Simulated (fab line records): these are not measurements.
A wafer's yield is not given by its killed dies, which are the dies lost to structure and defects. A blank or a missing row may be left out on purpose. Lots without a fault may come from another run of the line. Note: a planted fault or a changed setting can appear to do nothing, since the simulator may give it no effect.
Which tool was responsible?    flow sky130    6 lots with 18 wafers sampled at 2 steps, on a route of 708 steps

## WHAT EACH GAUGE READ, for each wafer
SKY_VT_ADJUST_NCORE_CD_MEAS_07: target cd 380 nm.
lot   measured      on         cd-nm (nm)
L150  day 8 18:33   cd-sem-02  384.6 383.1 379.7
L153  day 9 11:42   cd-sem-02  379.6 381.4 382.3
L156  day 10 08:49  cd-sem-01  380.8 381.8 378.3
L158  day 11 02:50  cd-sem-01  380.2 378.1 379.2
L167  day 13 18:12  cd-sem-02  377.9 379.2 376.9
L170  day 14 23:38  cd-sem-01  379.6 380.4 378.0

## TOOL THAT RAN EACH LOT (tool first, then ch and the chambers of the sampled wafers, then the start)
lot   SKY_VT_ADJUST_NCORE_EXPOSE_04
L150  iline-stepper-01 ch 0, day 8 08:16
L153  iline-stepper-02 ch 0, day 9 01:25
L156  iline-stepper-01 ch 0, day 9 21:28
L158  iline-stepper-02 ch 0, day 10 15:51
L167  iline-stepper-01 ch 0, day 13 05:45
L170  iline-stepper-02 ch 0, day 14 10:34
- SKY_VT_ADJUST_NCORE_EXPOSE_04: exposes mask LVTN COMPLEMENT THIN, target cd 380 nm.

## THE ANSWER, worked out from the rows above alone
Rule: what is usual is taken from the lots themselves. The widest of any qualifying gaps counts: lots, ordered by their means at a reading, are off when they make up no more than a third of the lots, leave a main group of 4 or more, and stand apart from it by 3 or more times the standard deviation of that group's means. Not used: any main group whose means are identical at the precision the tables above print for the reading. A lot without any number at a reading at which 4 lots or more have one is off too. All remaining lots with rows at the step are treated as sound.
Across all readings shown, no lot is off: no conclusion can be drawn from this.

## WHAT HAD BEEN PUT IN BY THE SIMULATOR
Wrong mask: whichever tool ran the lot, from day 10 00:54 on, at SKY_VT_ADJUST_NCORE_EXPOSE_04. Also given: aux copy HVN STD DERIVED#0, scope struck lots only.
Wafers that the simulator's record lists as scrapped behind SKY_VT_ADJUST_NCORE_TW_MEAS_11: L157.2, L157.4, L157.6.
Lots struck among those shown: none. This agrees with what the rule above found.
